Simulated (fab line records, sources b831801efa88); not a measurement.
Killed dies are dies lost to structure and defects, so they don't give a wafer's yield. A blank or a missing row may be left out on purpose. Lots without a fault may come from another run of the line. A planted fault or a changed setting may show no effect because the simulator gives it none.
Split-lot experiment | flow sfq_line | 5 lots, 23 wafers read, on a route of 325 steps

THE SPLIT
At SFQ_TRILAYER_I3_VIA_LITHO_COAT_085 (resist thk 650 nm), the setting resist_thk_nm was moved away from the recipe's 650 nm on 8 of the 23 wafers read, by -4.2% to +4.8%. The other wafers ran this setting at the recipe's value.

The reading is taken at the split's own step.

THE READING
KrF_of_TRILAYER_I3_VIA_LITHO_COAT_085.thk_nm (the simulator's own value, which no gauge read), in nm, at SFQ_TRILAYER_I3_VIA_LITHO_COAT_085 (resist thk 650 nm). The file gives no usual value for it. The 15 wafers here that ran the recipe average 649.6 nm, standard deviation 2.3 nm.

wafer  | tool, chamber at the split | resist_thk_nm as run, nm | against the recipe | KrF_of_TRILAYER_I3_VIA_LITHO_COAT_085.thk_nm, nm | against lot-mates on the recipe
L074.1 | litho_track-01, 0          | 622.6                    | -4.2%              | 622.1                                            | -29.7
L074.2 | litho_track-01, 0          | 650                      | recipe             | 651.7                                            | -
L074.4 | litho_track-01, 0          | 622.6                    | -4.2%              | 621.2                                            | -30.6
L074.5 | litho_track-01, 0          | 622.6                    | -4.2%              | 623.3                                            | -28.5
L074.6 | litho_track-01, 0          | 650                      | recipe             | 651.9                                            | -
L078.1 | litho_track-03, 0          | 650                      | recipe             | 652.9                                            | -
L078.3 | litho_track-03, 0          | 650                      | recipe             | 651.3                                            | -
L078.4 | litho_track-03, 0          | 650                      | recipe             | 653                                              | -
L081.1 | litho_track-03, 0          | 681                      | +4.8%              | 681.3                                            | +31.8
L081.2 | litho_track-03, 0          | 681                      | +4.8%              | 681.6                                            | +32.1
L081.3 | litho_track-03, 0          | 650                      | recipe             | 649.7                                            | -
L081.4 | litho_track-03, 0          | 650                      | recipe             | 649.4                                            | -
L081.5 | litho_track-03, 0          | 681                      | +4.8%              | 680.5                                            | +31.0
L082.1 | litho_track-04, 0          | 650                      | recipe             | 649.6                                            | -
L082.2 | litho_track-04, 0          | 650                      | recipe             | 649.5                                            | -
L082.3 | litho_track-04, 0          | 633                      | -2.6%              | 631                                              | -18.9
L082.4 | litho_track-04, 0          | 650                      | recipe             | 650.5                                            | -
L082.6 | litho_track-04, 0          | 633                      | -2.6%              | 632.4                                            | -17.5
L083.1 | litho_track-01, 0          | 650                      | recipe             | 644.4                                            | -
L083.3 | litho_track-01, 0          | 650                      | recipe             | 647.9                                            | -
L083.4 | litho_track-01, 0          | 650                      | recipe             | 647.1                                            | -
L083.5 | litho_track-01, 0          | 650                      | recipe             | 647.6                                            | -
L083.6 | litho_track-01, 0          | 650                      | recipe             | 648.2                                            | -

THE FIT
A straight line over all 23 wafers: KrF_of_TRILAYER_I3_VIA_LITHO_COAT_085.thk_nm changes by +6.59 nm for each +1% of resist_thk_nm; r = +0.99; the points scatter about the line by 2 nm.
The same after taking each lot's own level away (the mean of its wafers on the recipe; 23 wafers): +6.81 nm for each +1%; r = +1.00; scatter 0.96 nm.
On that fit, the largest move of resist_thk_nm shifts the reading by 32 nm.
The lots' own levels span 647.04 to 652.40 nm, that is 2.4 times the standard deviation above.
So the lot-to-lot level changes the slope little: the two slopes agree.
Check: with one of the wafers moved furthest among these (+4.8%) left out of the fit, the line predicts +32.3 nm for it against its lot-mates. It came out at +31.8 nm against them.

OTHER SPLITS ON THESE WAFERS
These wafers also went through other splits before the reading. Each is held against what the fit with the lots' levels taken away leaves over:
other split on the same wafers              | wafers away from the commonest value | r with KrF_of_TRILAYER_I3_VIA_LITHO_COAT_085.thk_nm (lot level and that fit taken away)
SFQ_TRILAYER_I2_VIA_LITHO_COAT_072 spin_rpm | 5                                    | +0.14
SFQ_TRILAYER_M3_DEP_SPUTTER_073 time_s      | 7                                    | -0.11
SFQ_TRILAYER_M3_LITHO_EXPOSE_076 dose_mj    | 5                                    | -0.30
SFQ_TRILAYER_M3_ETCH_METAL_ETCH_078 icp_w   | 5                                    | -0.27

THE FILE'S OWN FIT
KrF_of_TRILAYER_I3_VIA_LITHO_COAT_085.thk_nm changes by +6.81 nm for each +1% of resist_thk_nm, r = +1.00.
